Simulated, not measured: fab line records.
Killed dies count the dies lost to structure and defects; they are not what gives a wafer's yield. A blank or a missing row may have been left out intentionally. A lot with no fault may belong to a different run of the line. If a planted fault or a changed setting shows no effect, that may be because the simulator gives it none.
Struck lot and sound lot, side by side | flow sky130 | 15 out of 708 route steps
Sound: wafers L488.2, L488.3, L488.4. Struck: wafer L493.2; the same lot's L493.1 was not struck, so it is left out; see the end for the cause.
Each step with rows lists, per side, the tool, then ch with its chambers, then its first start. Under that, the readings that differ: sound wafers | struck wafers | difference of the means | sigmas: that difference in standard deviations of wafers without a fault.
alike: a reading whose means differ by less than 2 such deviations, as well as words and numbers matching on both sides. not compared: withheld readings; readings where some wafer has no value; bounds like >300 that might hide an equal value; numbers whose values overlap and for which the record gives no deviation.
The two part at a step that has a row with sigmas, a row that says differs or no value, or rows on one side only. When numbers do not overlap yet have no deviation, they are printed without sigmas and do not part them. A reading that every wafer of one side lacks parts them only if that side has two wafers or more.

first, 2 steps without rows for these wafers: SKY_VIA4_PEB_09; SKY_VIA4_DEVELOP_10 (develop time 60 s).
SKY_VIA4_OVL_MEAS_11:
  struck on overlay-02, day 46 22:44; sound on overlay-01, day 45 08:19
  alike: VIA4_OVL
SKY_VIA4_ETCH_12: etches SiO2 in C4F8/O2/Ar, stops on TiN, target depth 580 nm.
  sound on rie diel-01 ch 0,1,2, day 45 08:21; struck on rie diel-03 ch 1, day 46 22:46
  alike: chamber pressure mTorr, oes product au
SKY_VIA4_STRIP_13: strips in O2/N2.
  sound on plasma asher-01 ch 0,1, day 45 08:25; struck on plasma asher-03 ch 0, day 46 22:50
  reading                      | sound             | struck | difference | sigmas
  strip time to endpoint s (s) | 12.72 12.80 12.75 | 12.83  | +0.07      | +2
  alike: chamber pressure mTorr, drypump motor current A, oes product au
  not compared: rf hours counter h
then, 3 steps without rows for these wafers: SKY_VIA4_STRIP_14 (strips in post etch residue remover, time 1200 s); SKY_VIA4_CLEAN_15 (cleans in IPA, time 180 s); SKY_VIA4_CLEAN_16 (cleans in O3/DIW).
SKY_VIA4_SPUTTER_17: material TiN, target thk 20 nm, time 80 s.
  struck on pvd sputter-02, day 46 23:26; sound on pvd sputter-01, day 45 09:03
  alike: throttle valve pct
SKY_VIA4_CVD_18: deposits W, target thk 505 nm, time 152.14 s.
  sound on cvd w-02 ch 0,1, day 45 09:07; struck on cvd w-01 ch 1, day 46 23:29
  alike: heater power w
SKY_VIA4_RS_MEAS_19: measurement is done with a four-point probe.
  struck on film metro-02, day 46 23:39; sound on film metro-01, day 45 09:17
  alike: VIA4_W_RS
SKY_VIA4_THK_MEAS_20: measures by xrf.
  struck on film metro-02, day 46 23:46; sound on film metro-01, day 45 09:23
  alike: VIA4_W_THK
SKY_VIA4_CMP_21: polishes, stops on SiO2, t overpolish 25 s, target thk 0 nm.
  sound on cmp-01 ch 0,1,3, day 45 09:26; struck on cmp-01 ch 3, day 46 23:53
  reading                | sound                | struck | difference | sigmas
  overpolish run s (s)   | 25.001 25.003 24.999 | 0.045  | -24.956    | -99 or more
  time to endpoint s (s) | 122 126 115          | 192    | +71        | +14
  alike: edge zone pressure frac, motor current A
SKY_METAL5_SPUTTER_00: material Ti, target thk 15 nm, time 10 s.
  rows exist in the record for the sound wafers here (pvd sputter-03, day 45 09:44), none for the struck ones
-- the record jumps here: 3 days lie between the struck wafers' starts before and after (it left off in module METAL5 and takes up again in module PAD_OPEN, whose first step shown is number 708 of the route) --
SKY_PAD_OPEN_PROBE_99:
  struck on prober-01, day 49 15:01; sound on prober-02, day 48 05:22
  reading                  | sound          | struck                   | difference                   | sigmas
  hold                     | - - -          | await dispo/4.2h/release | no value on the sound wafers |
  defect limited yield (%) | 82.9 82.5 82.5 | 0                        | -83                          | -49
  killed_at_M4_up          | 4 2 2          | 413                      | +410                         | +99 or more
  killed dies              | 84 86 86       | 492                      | +407                         | +50
  killed on rim            | 20 20 16       | 96                       | +77                          | +21
  sort_bin_3_pad_short (%) | 1.0 0.8 0.4    | 83.5                     | +82.8                        | +99 or more
  sort n pass              | 408 406 406    | 0                        | -407                         | -50
  sort yield pct (%)       | 82.9 82.5 82.5 | 0                        | -83                          | -49
  alike: killed_at_M0_to_M3, killed at contacts, killed at front end, killed at other, killed open, killed short, sort_bin_5_function, sort_bin_6_memory

== WHERE THEY PART ==
At SKY_VIA4_STRIP_13 first; at SKY_PAD_OPEN_PROBE_99 last (within this record only).

WHY: what the simulator had put in
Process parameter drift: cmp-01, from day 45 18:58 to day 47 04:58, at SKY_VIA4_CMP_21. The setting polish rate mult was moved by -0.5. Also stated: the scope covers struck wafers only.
